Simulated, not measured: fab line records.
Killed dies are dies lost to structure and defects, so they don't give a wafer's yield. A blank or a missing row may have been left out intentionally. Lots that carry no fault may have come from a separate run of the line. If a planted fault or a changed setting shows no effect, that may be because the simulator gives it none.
The tool behind it: which one? ; flow gf180mcu ; 45 wafers from 15 lots sampled at 4 of the route's 602 steps

## WHAT THE GAUGES SHOWED, per wafer
GF_VT_IMPLANT_RS_MEAS_46: a four-point-probe measurement.
lot;measured;on;MVSD_RS (ohm/sq)
L130;day 7 20:56;film metro-01;456.8 455.6 455.7
L132;day 8 02:07;film metro-01;455.4 454.9 454.5
L133;day 8 08:47;film metro-02;456.6 457.1 457.4
L134;day 8 19:23;film metro-02;455.4 455.4 454.9
L136;day 9 06:01;film metro-01;456.4 454.8 454.8
L137;day 9 10:15;film metro-01;455.6 456.8 457.3
L138;day 9 16:28;film metro-02;457.1 456.5 456.4
L139;day 10 00:19;film metro-02;453.7 455.4 454.3
L140;day 10 08:05;film metro-01;455.3 456.5 456.6
L151;day 13 08:58;film metro-02;457.3 456.7 455.5
L152;day 13 23:46;film metro-01;455.8 458.6 457.5
L153;day 14 01:50;film metro-01;457.8 456.8 457.6

GF_VT_IMPLANT_RS_MEAS_49: a four-point-probe measurement.
lot;measured;on;MVPSD_RS (ohm/sq)
L130;day 7 21:17;film metro-01;1162.5 1166.6 1162.5
L132;day 8 02:28;film metro-01;1165.9 1164.1 1167.0
L133;day 8 09:09;film metro-02;1168.1 1165.9 1166.7
L134;day 8 19:45;film metro-02;1161.8 1164.0 1163.0
L136;day 9 06:22;film metro-01;1162.6 1166.5 1164.6
L137;day 9 10:37;film metro-01;1164.3 1160.7 1162.2
L138;day 9 16:50;film metro-02;1161.0 1166.0 1162.7
L139;day 10 00:40;film metro-02;1159.6 1164.4 1162.7
L140;day 10 08:26;film metro-01;1164.1 1167.6 1162.2
L151;day 13 09:19;film metro-02;1165.3 1164.9 1166.7
L152;day 14 00:07;film metro-01;1159.0 1160.2 1163.1
L153;day 14 02:12;film metro-01;1164.4 1165.9 1163.7

## TOOL THAT RAN EACH LOT (tool first, then ch and the chambers of the sampled wafers, then the start)
lot;GF_STI_OXIDATION_29;GF_DNWELL_STRIP_08
L130;furnace-02 ch 0, day 2 11:13;plasma asher-03 ch 0,1, day 2 23:49
L132;furnace-02 ch 0, day 2 16:29;plasma asher-03 ch 0,1, day 3 06:07
L133;furnace-02 ch 0, day 2 21:06;plasma asher-03 ch 0,1, day 3 10:37
L134;furnace-02 ch 0, day 3 04:08;plasma asher-01 ch 0, day 3 18:46
L136;furnace-01 ch 0, day 3 12:26;plasma asher-01 ch 0,1, day 4 02:37
L137;furnace-01 ch 0, day 3 16:02;plasma asher-03 ch 0,1, day 4 07:15
L138;furnace-02 ch 0, day 3 21:37;plasma asher-01 ch 0,1, day 4 12:31
L139;furnace-02 ch 0, day 4 02:43;plasma asher-03 ch 0,1, day 4 17:52
L140;furnace-02 ch 0, day 4 07:38;plasma asher-03 ch 0,1, day 4 22:55
L141;furnace-02, day 4 13:43;-
L142;furnace-02, day 4 19:31;-
L143;furnace-02, day 5 02:26;-
L151;furnace-02 ch 0, day 6 16:44;plasma asher-04 ch 0,1, day 7 09:31
L152;furnace-01 ch 0, day 7 02:31;plasma asher-03 ch 0,1, day 7 19:37
L153;furnace-01 ch 0, day 7 03:55;plasma asher-01 ch 0, day 7 21:13
- GF_STI_OXIDATION_29: stabilise 600 s, purge 300 s, target thk 10 nm.
- GF_DNWELL_STRIP_08: strips in O2/N2.

## WHAT THE TOOLS THEMSELVES READ (means of the sampled wafers that have a number; where no wafer has one, the mark that the record gives instead)
GF_STI_OXIDATION_29.
lot;tool;ox temp c (C);ox temp c max;spike tc lower C (C)
L130;furnace-02;899.8;907.8;900.9
L132;furnace-02;900.0;907.7;900.3
L133;furnace-02;900.0;908.6;900.5
L134;furnace-02;899.6;906.9;900.3
L136;furnace-01;899.6;905.4;899.9
L137;furnace-01;900.2;905.6;900.0
L138;furnace-02;900.1;907.4;900.6
L139;furnace-02;899.6;906.6;900.4
L140;furnace-02;899.8;906.8;900.6
L141;furnace-02;-;-;-
L142;furnace-02;-;-;-
L143;furnace-02;-;-;-
L151;furnace-02;899.8;907.6;900.4
L152;furnace-01;900.2;906.7;899.9
L153;furnace-01;900.2;905.7;900.3

GF_DNWELL_STRIP_08.
lot;tool;chamber pressure mTorr (mTorr);drypump motor current A (A);heater power w (W);oes product au (a.u.);strip time to endpoint s (s)
L130;plasma asher-03;1499.9;5.5;332;0.722;37.34
L132;plasma asher-03;1499.0;5.4;343;0.725;37.27
L133;plasma asher-03;1500.8;5.6;335;0.723;37.40
L134;plasma asher-01;1499.9;6.7;372;0.723;37.27
L136;plasma asher-01;1500.2;5.6;323;0.721;37.18
L137;plasma asher-03;1499.7;5.4;343;0.722;37.04
L138;plasma asher-01;1499.5;6.2;348;0.721;37.36
L139;plasma asher-03;1499.8;5.6;331;0.723;37.50
L140;plasma asher-03;1499.6;5.4;341;0.719;37.33
L151;plasma asher-04;1498.0;6.1;336;0.719;37.19
L152;plasma asher-03;1499.3;5.4;333;0.725;37.38
L153;plasma asher-01;1501.3;6.8;368;0.723;37.31

## THE ANSWER, worked out from the rows above alone
Rule: usual is defined by the lots themselves. Put in order of their means at a reading, lots are off if they are a third of the lots or fewer, leave a main group of 4 or more, and stand apart from it by a gap of 3 or more times the standard deviation of the main group's means; of several such gaps the widest counts. Not used: any main group whose means are identical at the precision the tables above print for the reading. Also off: a lot with no number at a reading for which 4 or more lots have one. All remaining lots with rows at the step are treated as sound. The gauges are gone through in route order, then the tools' own readings, and for those a lot's mean is taken as printed above. The first step at which some lot is off is used, and at that step the reading that is off furthest; a lot without a number counts as furthest.
Off: L141, L142, L143, at GF_STI_OXIDATION_29 (ox temp c). Without a number there: L141, L142, L143. For the main group the mean is 899.9 C and the standard deviation 0.23.
A tool fits if, at that step or a process step before it, it ran every lot that is off, and no sound lot after the first of them. Not one of the candidates tried fits.

## WHAT THE SIMULATOR PUT IN
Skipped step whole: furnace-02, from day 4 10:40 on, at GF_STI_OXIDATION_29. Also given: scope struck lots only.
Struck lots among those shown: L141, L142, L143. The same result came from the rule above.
